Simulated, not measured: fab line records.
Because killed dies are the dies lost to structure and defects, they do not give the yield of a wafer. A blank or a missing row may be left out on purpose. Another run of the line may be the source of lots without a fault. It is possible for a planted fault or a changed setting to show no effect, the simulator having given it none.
Which tool was responsible? / flow sky130 / 6 lots with 18 wafers sampled at 3 steps, on a route of 708 steps

## WHAT THE GAUGES READ, wafer by wafer
SKY_VIA1_THK_MEAS_01.
lot=L152; measured=day 34 12:27; on=film_metro-01; VIA1_HDPCVD_THK (nm)=1037 1051 1032
lot=L155; measured=day 35 05:02; on=film_metro-04; VIA1_HDPCVD_THK (nm)=1028 1009 1029
lot=L156; measured=day 35 07:45; on=film_metro-01; VIA1_HDPCVD_THK (nm)=1027 1023 1011
lot=L159; measured=day 36 16:10; on=film_metro-04; VIA1_HDPCVD_THK (nm)=1020 1052 1016
lot=L168; measured=day 38 18:17; on=film_metro-02; VIA1_HDPCVD_THK (nm)=1033 1017 1042
lot=L172; measured=day 40 06:55; on=film_metro-02; VIA1_HDPCVD_THK (nm)=1499 1477 1483

## EACH LOT AND THE TOOL THAT RAN IT (in order: tool; ch and the chambers of the sampled wafers; start)
lot=L152; SKY_METAL1_SPUTTER_02=pvd_sputter-02, day 33 08:01; SKY_VIA1_HDPCVD_00=hdpcvd-01 ch 0,1, day 34 12:16
lot=L155; SKY_METAL1_SPUTTER_02=pvd_sputter-03, day 34 00:50; SKY_VIA1_HDPCVD_00=hdpcvd-01 ch 1,2, day 35 04:56
lot=L156; SKY_METAL1_SPUTTER_02=pvd_sputter-04, day 34 04:47; SKY_VIA1_HDPCVD_00=hdpcvd-02 ch 0,1,2, day 35 07:38
lot=L159; SKY_METAL1_SPUTTER_02=pvd_sputter-04, day 35 11:59; SKY_VIA1_HDPCVD_00=hdpcvd-02 ch 0,1,2, day 36 16:02
lot=L168; SKY_METAL1_SPUTTER_02=pvd_sputter-02, day 37 15:30; SKY_VIA1_HDPCVD_00=hdpcvd-02 ch 0,1,2, day 38 18:09
lot=L172; SKY_METAL1_SPUTTER_02=pvd_sputter-02, day 39 04:41; SKY_VIA1_HDPCVD_00=hdpcvd-01 ch 0,2, day 40 06:49
- SKY_METAL1_SPUTTER_02: material AlCu, target thk 250 nm, time 13.3 s.
- SKY_VIA1_HDPCVD_00: deposits SiO2, target thk 1030 nm, time 171.7 s.

## THE ANSWER, worked out from the rows above alone
Rule: what is usual is taken from the lots themselves. Put in order of their means at a reading, lots are off if they are a third of the lots or fewer, leave a main group of 4 or more, and stand apart from it by a gap of 3 or more times the standard deviation of the main group's means; of several such gaps the widest counts. The tables above print the reading to a certain number of digits; a main group whose means all agree to those digits is not used. A lot without any number at a reading at which 4 lots or more have one is off too. All remaining lots with rows at the step are treated as sound.
Off: at SKY_VIA1_THK_MEAS_01 (VIA1_HDPCVD_THK), L172. The main group: mean 1028 nm, standard deviation 7.
If a tool, at a process step before that reading, ran all the lots that are off and no sound lot after the first of them, it fits. Those tools and the gauges at SKY_VIA1_THK_MEAS_01 are tried in the same way. Can't be told from this: 3 tools fit, pvd_sputter-02 at SKY_METAL1_SPUTTER_02, hdpcvd-01 at SKY_VIA1_HDPCVD_00, film_metro-02 at SKY_VIA1_THK_MEAS_01.

## WHAT HAD BEEN PUT IN BY THE SIMULATOR
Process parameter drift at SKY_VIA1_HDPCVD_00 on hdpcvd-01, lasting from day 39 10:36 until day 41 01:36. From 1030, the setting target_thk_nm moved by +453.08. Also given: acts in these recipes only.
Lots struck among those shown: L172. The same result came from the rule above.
